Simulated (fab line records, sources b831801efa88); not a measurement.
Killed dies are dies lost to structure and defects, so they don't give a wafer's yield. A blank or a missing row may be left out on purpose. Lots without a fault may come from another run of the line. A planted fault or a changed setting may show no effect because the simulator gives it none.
A struck lot beside a sound one | flow sky130 | 16 steps out of a route of 708
Sound: wafers L253.1, L253.2, L253.5. Struck: wafers L246.2, L246.3, L246.5. The cause comes at the end.
At each step with rows: each side's tool, then ch and its chambers, then its first start. Under that, the readings that differ: sound wafers | struck wafers | difference of the means | sigmas: that difference in standard deviations of wafers without a fault.
alike: readings whose means differ by less than 2 such deviations, and words and numbers that are the same on both sides. not compared: withheld readings, readings that some wafer has no value for, bounds like >300 that may hide the same value, and numbers for which the record gives no deviation and whose values overlap.
The two part at a step that has a row with sigmas, a row that says differs or no value, or rows on one side only. Numbers that don't overlap but have no deviation are shown without sigmas and don't part them. A reading that every wafer of one side lacks parts them only if that side has two wafers or more.

SKY_CAPM_THK_MEAS_01:
  sound on film_metro-04, day 40 06:47; struck on film_metro-02, day 38 05:20
  alike: CAPM_CVD_00_THK
SKY_CAPM_SPUTTER_02: material TiN, target thk 200 nm, time 166.7 s.
  sound on pvd_sputter-04, day 40 06:51; struck on pvd_sputter-04, day 38 05:23
  alike: susceptor_temp_C, throttle_valve_pct
SKY_CAPM_RS_MEAS_03: measures by four-point-probe.
  sound on film_metro-02, day 40 06:58; struck on film_metro-03, day 38 05:31
  alike: CAPM_TIN_RS
SKY_CAPM_THK_MEAS_04: measures by xrf.
  sound on film_metro-02, day 40 07:05; struck on film_metro-03, day 38 05:37
  alike: CAPM_TIN_THK
then, 7 steps without rows for these wafers: SKY_CAPM_DEHYDRATE_05 (time 60 s); SKY_CAPM_HMDS_06 (prime time 60 s); SKY_CAPM_COAT_07 (resist thk 1140 nm); SKY_CAPM_SOFTBAKE_08 (time 60 s); SKY_CAPM_EXPOSE_09 (exposes mask CAPM, target cd 1000 nm); SKY_CAPM_PEB_10; SKY_CAPM_DEVELOP_11 (develop time 60 s).
SKY_CAPM_OVL_MEAS_12:
  sound on overlay-02, day 41 06:38; struck on overlay-01, day 39 06:03
  alike: CAPM_OVL
SKY_CAPM_METAL_ETCH_13: etches TiN in Cl2/BCl3, stops on SiO2, target depth 220 nm, time 62.9 s.
  sound on rie_metal-03 ch 0,1, day 41 06:40; struck on rie_metal-04 ch 1, day 39 06:06
  reading                                   | sound                | struck               | difference | sigmas
  drypump_motor_current_A (A)               | 6.4 6.1 6.5          | 5.5 5.5 5.5          | -0.8       | -2
  oes_product_au (a.u.)                     | 0.950 0.927 0.943    | 0.910 0.909 0.914    | -0.029     | -3
  rf_fwd_power_W (W)                        | 894 889 892          | 748 749 741          | -146       | -46
  throttle_valve_pct (%)                    | 21.900 21.908 21.906 | 21.921 21.924 21.926 | +0.019     | +2
  model.NOVOLAK_of_CAPM_COAT_07.thk_nm (nm) | 990.7 994.3 988.8    | 1013 1013 1008       | +20        |
  model.CAPM.feature_depth_nm (nm)          | 199.6 194.7 201      | 188.1 188.4 189.1    | -9.9       |
  model.etch.depth_nm (nm)                  | 199.6 194.7 201      | 188.1 188.4 189.1    | -9.9       |
  not compared: rf_hours_counter_h
SKY_CAPM_STRIP_14: strips in O2/N2.
  sound on plasma_asher-02 ch 0,1, day 41 06:45; struck on plasma_asher-02 ch 0,1, day 39 06:14
  reading                      | sound             | struck            | difference | sigmas
  strip_time_to_endpoint_s (s) | 12.62 12.67 12.59 | 12.82 12.82 12.83 | +0.20      | +4
  alike: drypump_motor_current_A, oes_product_au
  not compared: rf_hours_counter_h
then, 1 step without rows for these wafers: SKY_CAPM_STRIP_15 (strips in post etch residue remover, time 1200 s).
-- the record jumps here: 8 days lie between the struck wafers' starts before and after (it left off in module CAPM and takes up again in module PAD_OPEN, whose first step shown is number 708 of the route) --
SKY_PAD_OPEN_PROBE_99:
  sound on prober-01, day 48 20:34; struck on prober-02, day 47 06:37
  reading                  | sound          | struck       | difference | sigmas
  defect_limited_yield (%) | 84.8 80.1 79.3 | 7.5 25.8 2.8 | -69.4      | -32
  killed_at_other          | 0 0 1          | 353 259 388  | +333       | +99 or more
  killed_dies              | 75 98 102      | 455 365 478  | +341       | +31
  killed_on_rim            | 19 20 25       | 96 95 96     | +74        | +18
  alike: killed_at_M0_to_M3, killed_at_M4_up, killed_at_contacts, killed_at_front_end, killed_open, killed_short

WHERE THEY PART
First at SKY_CAPM_METAL_ETCH_13; last, within this record, at SKY_PAD_OPEN_PROBE_99.

WHY: what the simulator had put in
Process parameter drift: rie_metal-04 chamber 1, from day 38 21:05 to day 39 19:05, at SKY_CAPM_METAL_ETCH_13. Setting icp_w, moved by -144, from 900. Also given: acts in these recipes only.
